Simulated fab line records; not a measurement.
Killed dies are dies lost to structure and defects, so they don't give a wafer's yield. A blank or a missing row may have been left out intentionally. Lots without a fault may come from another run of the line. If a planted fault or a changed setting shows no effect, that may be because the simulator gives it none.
Code-filled problem report in 8D (eight disciplines) form :: flow gf180mcu :: the parts of the form that need people (team, actions taken, sign-off) are left out

== 1. WHAT IS WRONG ==
Across 6 wafers from 2 lots, V2_CVD_02_THK at GF_V2_THK_MEAS_03 averages 698 nm, while fault-free wafers read 852 nm with a standard deviation of 12. Relative to the usual mean, that is a shift of -13 standard deviations.
Earliest sighting: wafer L668.3 on filmMetro-03 at day 25 01:17. Wafers with a number at this step in the record: 36, from 12 lots. The rule behind "out" and "out of limits": a value lying over 4 standard deviations away from the usual mean. The other wafers with a number count as sound.

== 2. WHAT THIS IS AND IS NOT ==
question: which readings at this step
is: V2_CVD_02_THK
is not: -

question: which lots
is: L668, L670
is not: L653, L654, L657, L660, L661, L664, L671, L673, L674, L675

question: which wafers of those lots
is: all that have a number
is not: -

question: read on which gauges
is: filmMetro-03, filmMetro-04
is not: filmMetro-02

question: when
is: from day 25 01:17
is not: up to then (18 sound wafers); but 12 sound wafers of L671, L673, L674, L675 came after

== 3. THE SUSPECTS, EACH WITH WHAT RULES IT OUT ==
Counting: a tool at a process step up to the reading stays a suspect if it ran every lot that is out and no sound lot after the first of them.
- ruled out: the gauge at GF_V2_THK_MEAS_03. Those wafers that are out were read across 2 gauges (filmMetro-03, filmMetro-04).
- pecvd-02 at GF_V2_CVD_02 (deposits SiO2 from TEOS, target thk 850 nm, time 94.851 s): kept. All lots that are out passed through it, beginning with L668 at day 25 01:11, and no sound lot followed; its final sound lot before that point was L664 at day 23 16:11.
Left after counting: pecvd-02 at GF_V2_CVD_02.

== 4. THE CAUSE (what the simulator had put in) ==
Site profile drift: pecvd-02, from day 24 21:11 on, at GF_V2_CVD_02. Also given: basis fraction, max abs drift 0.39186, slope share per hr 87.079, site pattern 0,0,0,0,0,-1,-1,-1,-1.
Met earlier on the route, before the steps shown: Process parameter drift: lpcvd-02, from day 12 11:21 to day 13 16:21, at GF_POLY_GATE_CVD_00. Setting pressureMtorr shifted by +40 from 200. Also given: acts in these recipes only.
Counting left only this tool.

== 5. THE EFFECT CHAIN, in route order ==
One row per reading whose mean, taken over the struck wafers that have a number, lies over 3 standard deviations from the usual. Scope: only readings with a usual standard deviation given in the record; hours: median across lots of the time from each lot's start at the first step in this table that gives one to its start at this step; sigmas: change in usual standard deviations.
hours: 0
step: GF_V2_THK_MEAS_03
reading: V2_CVD_02_THK
usual: 852 nm
on struck wafers: 698
change: -154
sigmas: -13

hours: -
step: GF_V2_ETCH_17
reading: oesProductAu
usual: 0.857 a.u.
on struck wafers: 0.745
change: -0.112
sigmas: -29
Here are the process steps it includes:
- GF_V2_ETCH_17: etches SiO2 in C4F8/O2/Ar, stops on TiN, target depth 630 nm.
Later steps that measure or inspect, where all struck wafers having a row at the step show a number for every such reading and not one has moved that far: GF_M4_CD_MEAS_14.

== 6. HOW IT WOULD HAVE BEEN CAUGHT EARLIER ==
Counted from the fault's start at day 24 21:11, it took 4 hours until the first out-of-limits reading at a measuring or inspecting step in this record, taken at day 25 01:17.
An alarm limit of 4 standard deviations would not have fired on the tool readings at GF_V2_CVD_02 for which the record gives a usual standard deviation, since none of them was out on any struck wafer.
Of the lots that are out (2), L670 began GF_V2_CVD_02 on pecvd-02 after day 25 01:17. Putting the tool on hold at that point would have spared it.
